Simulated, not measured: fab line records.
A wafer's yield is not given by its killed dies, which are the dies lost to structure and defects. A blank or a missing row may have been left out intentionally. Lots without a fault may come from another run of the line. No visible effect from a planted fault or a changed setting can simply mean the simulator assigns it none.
Comparing a struck lot with a sound one ; flow sky130 ; 18 out of 708 route steps
Sound: these wafers, L737.3, L737.5, L737.6. Struck: wafers L725.1, L725.2, L725.3. The cause comes at the end.
At each step with rows: each side's tool, then ch and its chambers, then its first start. Under that, the readings that differ: sound wafers ; struck wafers ; difference of the means ; sigmas: that difference in standard deviations of wafers without a fault.
alike: readings whose means differ by less than 2 such deviations, and words and numbers that are the same on both sides. not compared: withheld readings, readings that some wafer has no value for, bounds like >300 that may hide the same value, and numbers for which the record gives no deviation and whose values overlap.
Wherever a step has rows on one side only, a row that says differs or no value, or a row with sigmas, the two part there. When numbers do not overlap yet have no deviation, they are printed without sigmas and do not part them. A reading that every wafer of one side lacks parts them only if that side has two wafers or more.

SKY_METAL5_STRIP_16: strips in O2/N2.
  sound on plasma_asher-01 ch 0,1, day 48 18:22; struck on plasma_asher-04 ch 0,1, day 46 04:43
  alike: drypump_motor_current_A, oes_product_au, strip_time_to_endpoint_s
  not compared: rf_hours_counter_h
then, 3 steps without rows for these wafers: SKY_METAL5_STRIP_17 (strips in post etch residue remover, time 1200 s); SKY_METAL5_CLEAN_18 (cleans in IPA, time 180 s); SKY_METAL5_CLEAN_19 (cleans in O3/DIW).
SKY_PASSIVATION_CVD_00: deposits SiO2, target thk 90 nm.
  sound on pecvd-04 ch 1,2, day 48 18:55; struck on pecvd-01 ch 0,1,2, day 46 05:18
  alike: heater_power_w
SKY_PASSIVATION_THK_MEAS_01:
  sound on film_metro-01 at day 48 18:58; struck on film_metro-04 at day 46 05:19
  alike: PASSIVATION_CVD_00_THK
SKY_PASSIVATION_CVD_02: deposits Si3N4, target thk 540 nm.
  sound on pecvd-02 ch 1,2, day 48 19:00; struck on pecvd-04 ch 0,1,2, day 46 05:23
  alike: heater_power_w
SKY_PASSIVATION_THK_MEAS_03:
  sound on film_metro-04 at day 48 19:15; struck on film_metro-02 at day 46 05:37
  alike: PASSIVATION_CVD_02_THK
then, 4 steps without rows for these wafers: SKY_PASSIVATION_DEHYDRATE_04 (time 60 s); SKY_PASSIVATION_HMDS_05 (prime time 60 s); SKY_PASSIVATION_COAT_06 (resist thk 3000 nm); SKY_PASSIVATION_SOFTBAKE_07.
SKY_PASSIVATION_EXPOSE_08: exposes mask NSM, target cd 3000 nm.
  sound on iline_stepper-01 ch 0, day 49 04:37; struck on iline_stepper-02 ch 0, day 46 16:07
reading;sound;struck;difference;sigmas
exposure_dose_mJ_cm2;260.43 260.01 259.97;278.59 278.33 278.70;+18.40;+74
  alike: mask
then, 2 steps without rows for these wafers: SKY_PASSIVATION_PEB_09; SKY_PASSIVATION_DEVELOP_10 (develop time 60 s).
SKY_PASSIVATION_ETCH_11: etches the open film in CF4/O2, stops on AlCu, target depth 725 nm, time 161.1 s.
  sound on rie_diel-03 ch 1,2, day 49 12:10; struck on rie_diel-02 ch 0,2,3, day 47 02:54
  alike: O2_flow_sccm, drypump_motor_current_A, oes_product_au, throttle_valve_pct
  not compared: rf_hours_counter_h, model.PASSIVATION.cd_nm
SKY_PASSIVATION_STRIP_12: strips in O2/N2.
  sound on plasma_asher-01 ch 0,1, day 49 12:18; struck on plasma_asher-02 ch 0,1, day 47 03:00
  alike: drypump_motor_current_A, oes_product_au, strip_time_to_endpoint_s
  not compared: rf_hours_counter_h
SKY_PAD_OPEN_PROBE_99:
  sound on prober-02 at day 50 08:09; struck on prober-02 at day 48 00:55
  alike: killed_at_M0_to_M3, killed_at_M4_up, killed_at_contacts, killed_at_front_end, killed_at_other, killed_dies, killed_open, killed_short
  not compared: model.etest.nfet_16v.r_on_ohm_um, model.etest.pfet_g5v0d10v5.r_on_ohm_um, model.etest.tip_sonos.rs_ohm_sq, model.etest.nfet_g5v0d10v5.r_on_ohm_um, model.etest.nfet_g5v0d10v5.drive_ua_um, model.etest.nfet_05v0_nvt.drive_ua_um, model.etest.pfet_g5v0d10v5.drive_ua_um, model.etest.nfet_16v.drive_ua_um

== WHERE THEY PART ==
Only at SKY_PASSIVATION_EXPOSE_08, within this record. Later steps at which nothing parts them and some readings are alike: SKY_PASSIVATION_ETCH_11, SKY_PASSIVATION_STRIP_12, SKY_PAD_OPEN_PROBE_99.

WHY: the cause the simulator had injected
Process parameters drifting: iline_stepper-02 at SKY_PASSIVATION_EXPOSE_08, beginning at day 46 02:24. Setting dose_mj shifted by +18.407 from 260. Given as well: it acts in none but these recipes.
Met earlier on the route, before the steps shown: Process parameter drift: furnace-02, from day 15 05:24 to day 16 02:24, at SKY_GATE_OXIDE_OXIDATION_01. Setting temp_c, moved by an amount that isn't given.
